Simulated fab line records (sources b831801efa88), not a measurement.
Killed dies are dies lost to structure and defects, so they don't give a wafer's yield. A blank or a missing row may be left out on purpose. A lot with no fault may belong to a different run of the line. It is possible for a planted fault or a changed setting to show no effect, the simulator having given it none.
Which of the tools did it? | flow sky130 | 37 wafers from 13 lots sampled at 5 of the route's 708 steps

== WHAT EACH GAUGE READ, for each wafer ==
No reading from a measuring or inspecting step in the record can be judged against a usual standard deviation.

== TOOL THAT RAN EACH LOT (tool first, then ch and the chambers of the sampled wafers, then the start) ==
lot  | SKY_METAL1_SPUTTER_00        | SKY_VIA4_STRIP_13                    | SKY_METAL5_SPUTTER_00        | SKY_PAD_OPEN_STRIP_08                | SKY_PAD_OPEN_PROBE_99
L690 | pvd sputter-03, day 31 23:31 | plasma asher-03 ch 0,1, day 43 05:44 | pvd sputter-03, day 43 07:13 | plasma asher-02 ch 0,1, day 46 03:34 | prober-01, day 46 06:05
L692 | pvd sputter-04, day 32 13:53 | plasma asher-03 ch 0,1, day 43 15:14 | pvd sputter-04, day 43 16:34 | plasma asher-04 ch 0,1, day 46 12:50 | prober-01, day 46 15:07
L694 | pvd sputter-04, day 34 09:13 | plasma asher-03 ch 0,1, day 45 08:20 | pvd sputter-04, day 45 12:02 | plasma asher-02 ch 0,1, day 48 00:47 | prober-01, day 48 03:08
L696 | pvd sputter-04, day 34 17:36 | plasma asher-01 ch 0,1, day 45 11:50 | pvd sputter-02, day 45 13:50 | plasma asher-03 ch 0,1, day 48 02:29 | prober-02, day 48 05:03
L695 | pvd sputter-01, day 34 17:59 | plasma asher-03 ch 0,1, day 45 14:05 | pvd sputter-03, day 45 15:23 | plasma asher-02 ch 0,1, day 48 03:08 | prober-01, day 48 05:27
L697 | pvd sputter-04, day 35 09:03 | plasma asher-01 ch 0,1, day 46 01:04 | pvd sputter-03, day 46 04:07 | plasma asher-04 ch 0,1, day 48 15:16 | prober-02, day 48 17:32
L699 | pvd sputter-04, day 35 13:18 | plasma asher-01 ch 0, day 46 05:23   | pvd sputter-02, day 46 07:25 | plasma asher-04 ch 0,1, day 48 19:23 | prober-02, day 48 22:23
L700 | pvd sputter-04, day 35 14:26 | plasma asher-03 ch 0,1, day 46 08:53 | pvd sputter-04, day 46 10:37 | plasma asher-03 ch 0,1, day 48 23:11 | prober-02, day 49 01:32
L703 | pvd sputter-01, day 36 03:46 | plasma asher-04 ch 0,1, day 46 14:12 | pvd sputter-02, day 46 15:37 | plasma asher-04 ch 0, day 49 03:08   | prober-01, day 49 05:24
L705 | pvd sputter-04, day 36 23:46 | plasma asher-04 ch 0,1, day 47 03:50 | pvd sputter-03, day 47 09:38 | plasma asher-03 ch 0,1, day 49 18:11 | prober-01, day 49 20:23
L704 | pvd sputter-04, day 37 04:13 | plasma asher-04 ch 0,1, day 47 08:56 | pvd sputter-02, day 47 11:26 | plasma asher-04 ch 0,1, day 49 22:34 | prober-02, day 50 00:53
L709 | pvd sputter-03, day 37 20:01 | plasma asher-04 ch 0,1, day 48 02:47 | pvd sputter-02, day 48 04:12 | plasma asher-04 ch 0,1, day 50 11:26 | prober-02, day 50 13:39
L713 | pvd sputter-04, day 39 00:23 | plasma asher-03 ch 1, day 49 00:55   | pvd sputter-02, day 49 02:41 | plasma asher-02 ch 0, day 51 04:58   | prober-02, day 51 07:24
- SKY_METAL1_SPUTTER_00: material Ti, target thk 15 nm, time 10 s.
- SKY_VIA4_STRIP_13: strips in O2/N2.
- SKY_METAL5_SPUTTER_00: material Ti, target thk 15 nm, time 10 s.
- SKY_PAD_OPEN_STRIP_08: strips in O2/N2.
- SKY_PAD_OPEN_PROBE_99

== AS READ BY THE TOOLS THEMSELVES (means over the sampled wafers that have a number; for cases with no such wafer, the mark the record gives instead) ==
SKY_METAL1_SPUTTER_00.
lot  | tool           | throttle valve pct (%)
L690 | pvd sputter-03 | 29.4
L692 | pvd sputter-04 | 29.1
L694 | pvd sputter-04 | 30.2
L696 | pvd sputter-04 | 30.4
L695 | pvd sputter-01 | 29.7
L697 | pvd sputter-04 | 30.3
L699 | pvd sputter-04 | 29.8
L700 | pvd sputter-04 | 30.2
L703 | pvd sputter-01 | 30.7
L705 | pvd sputter-04 | 29.8
L704 | pvd sputter-04 | 30.4
L709 | pvd sputter-03 | 28.7
L713 | pvd sputter-04 | 33.0

SKY_VIA4_STRIP_13.
lot  | tool            | drypump motor current A (A) | oes product au (a.u.) | strip time to endpoint s (s)
L690 | plasma asher-03 | 5.5                         | 0.713                 | 12.791
L692 | plasma asher-03 | 5.7                         | 0.709                 | 12.775
L694 | plasma asher-03 | 5.6                         | 0.714                 | 12.774
L696 | plasma asher-01 | 6.1                         | 0.712                 | 12.798
L695 | plasma asher-03 | 5.8                         | 0.707                 | 12.803
L697 | plasma asher-01 | 6.0                         | 0.713                 | 12.835
L699 | plasma asher-01 | 6.3                         | 0.712                 | 12.789
L700 | plasma asher-03 | 5.6                         | 0.714                 | 12.848
L703 | plasma asher-04 | 5.6                         | 0.706                 | 12.827
L705 | plasma asher-04 | 5.6                         | 0.712                 | 12.815
L704 | plasma asher-04 | 5.6                         | 0.710                 | 12.774
L709 | plasma asher-04 | 5.4                         | 0.708                 | 12.809
L713 | plasma asher-03 | 5.8                         | 0.717                 | 12.814

SKY_METAL5_SPUTTER_00.
lot  | tool           | throttle valve pct (%)
L690 | pvd sputter-03 | 29.6
L692 | pvd sputter-04 | 31.1
L694 | pvd sputter-04 | 30.3
L696 | pvd sputter-02 | 29.9
L695 | pvd sputter-03 | 29.3
L697 | pvd sputter-03 | 29.3
L699 | pvd sputter-02 | 31.0
L700 | pvd sputter-04 | 29.8
L703 | pvd sputter-02 | 30.5
L705 | pvd sputter-03 | 29.5
L704 | pvd sputter-02 | 29.6
L709 | pvd sputter-02 | 31.4
L713 | pvd sputter-02 | 32.1

SKY_PAD_OPEN_STRIP_08.
lot  | tool            | drypump motor current A (A) | oes product au (a.u.) | strip time to endpoint s (s)
L690 | plasma asher-02 | 5.80                        | 0.664                 | 36.93
L692 | plasma asher-04 | 5.44                        | 0.664                 | 37.17
L694 | plasma asher-02 | 5.78                        | 0.664                 | 36.97
L696 | plasma asher-03 | 5.70                        | 0.659                 | 37.04
L695 | plasma asher-02 | 5.79                        | 0.662                 | 37.15
L697 | plasma asher-04 | 5.46                        | 0.664                 | 36.95
L699 | plasma asher-04 | 5.57                        | 0.660                 | 37.06
L700 | plasma asher-03 | 5.71                        | 0.663                 | 37.07
L703 | plasma asher-04 | 5.70                        | 0.662                 | 37.00
L705 | plasma asher-03 | 5.70                        | 0.661                 | 37.18
L704 | plasma asher-04 | 5.56                        | 0.663                 | 37.06
L709 | plasma asher-04 | 5.46                        | 0.664                 | 37.09
L713 | plasma asher-02 | 5.91                        | 0.665                 | 36.97

SKY_PAD_OPEN_PROBE_99.
lot  | tool      | killed_at_M0_to_M3 | killed_at_M4_up | killed at contacts | killed at front end | killed at other | killed dies | killed on rim | killed open | killed short
L690 | prober-01 | 44                 | 2.3             | 27                 | 13                  | 0.7             | 87          | 21            | 49          | 38
L692 | prober-01 | 41                 | 3.3             | 21                 | 18                  | 0.3             | 84          | 13            | 46          | 38
L694 | prober-01 | 41                 | 3.0             | 29                 | 17                  | 0.3             | 90          | 16            | 43          | 47
L696 | prober-02 | 44                 | 2.0             | 29                 | 14                  | 0.7             | 91          | 19            | 48          | 42
L695 | prober-01 | 40                 | 4.0             | 24                 | 11                  | 0.0             | 79          | 15            | 44          | 35
L697 | prober-02 | 42                 | 4.7             | 22                 | 17                  | 0.3             | 86          | 16            | 41          | 45
L699 | prober-02 | 48                 | 2.0             | 30                 | 17                  | 0.0             | 97          | 19            | 49          | 48
L700 | prober-02 | 45                 | 1.0             | 31                 | 15                  | 0.7             | 93          | 18            | 50          | 43
L703 | prober-01 | 42                 | 1.0             | 26                 | 13                  | 0.0             | 82          | 15            | 52          | 30
L705 | prober-01 | 44                 | 2.7             | 29                 | 17                  | 0.0             | 92          | 18            | 48          | 44
L704 | prober-02 | 37                 | 3.7             | 22                 | 14                  | 0.0             | 77          | 15            | 44          | 33
L709 | prober-02 | 42                 | 5.7             | 25                 | 14                  | 0.0             | 87          | 16            | 47          | 41
L713 | prober-02 | 100                | 2.0             | 35                 | 18                  | 1.0             | 156         | 35            | 67          | 34

== THE ANSWER, worked out from the rows above alone ==
Rule: usual is defined by the lots themselves. The widest of any qualifying gaps counts: lots, ordered by their means at a reading, are off when they make up no more than a third of the lots, leave a main group of 4 or more, and stand apart from it by 3 or more times the standard deviation of that group's means. The tables above print the reading to a certain number of digits; a main group whose means all agree to those digits is not used. Also off: a lot with no number at a reading for which 4 or more lots have one. All remaining lots with rows at the step are treated as sound. After the gauges, taken in route order, come the tools' own readings; for these a lot's mean is taken, as printed above. The first step at which some lot is off is used, and at that step the reading that is off furthest; a lot without a number counts as furthest.
Off, at SKY_METAL1_SPUTTER_00 on throttle valve pct: L713. Mean 29.9 % and standard deviation 0.57 in the main group.
If a tool, at that step or one of the process steps before it, ran each lot that is off and ran no sound lot following the first of them, it fits. One candidate fits, namely pvd sputter-04 at SKY_METAL1_SPUTTER_00. Its last sound lot is L704 (day 37 04:13), its first lot that is off L713 (day 39 00:23): a fault that began between those two fits.
The tool's own readings at SKY_METAL1_SPUTTER_00 bear it out: on the lots that are off they differ by more than 5 times the standard deviation of the sound lots' means. throttle valve pct reads 33.0 % there against 29.9 % on the sound lots.

== WHAT THE SIMULATOR HAD PUT IN ==
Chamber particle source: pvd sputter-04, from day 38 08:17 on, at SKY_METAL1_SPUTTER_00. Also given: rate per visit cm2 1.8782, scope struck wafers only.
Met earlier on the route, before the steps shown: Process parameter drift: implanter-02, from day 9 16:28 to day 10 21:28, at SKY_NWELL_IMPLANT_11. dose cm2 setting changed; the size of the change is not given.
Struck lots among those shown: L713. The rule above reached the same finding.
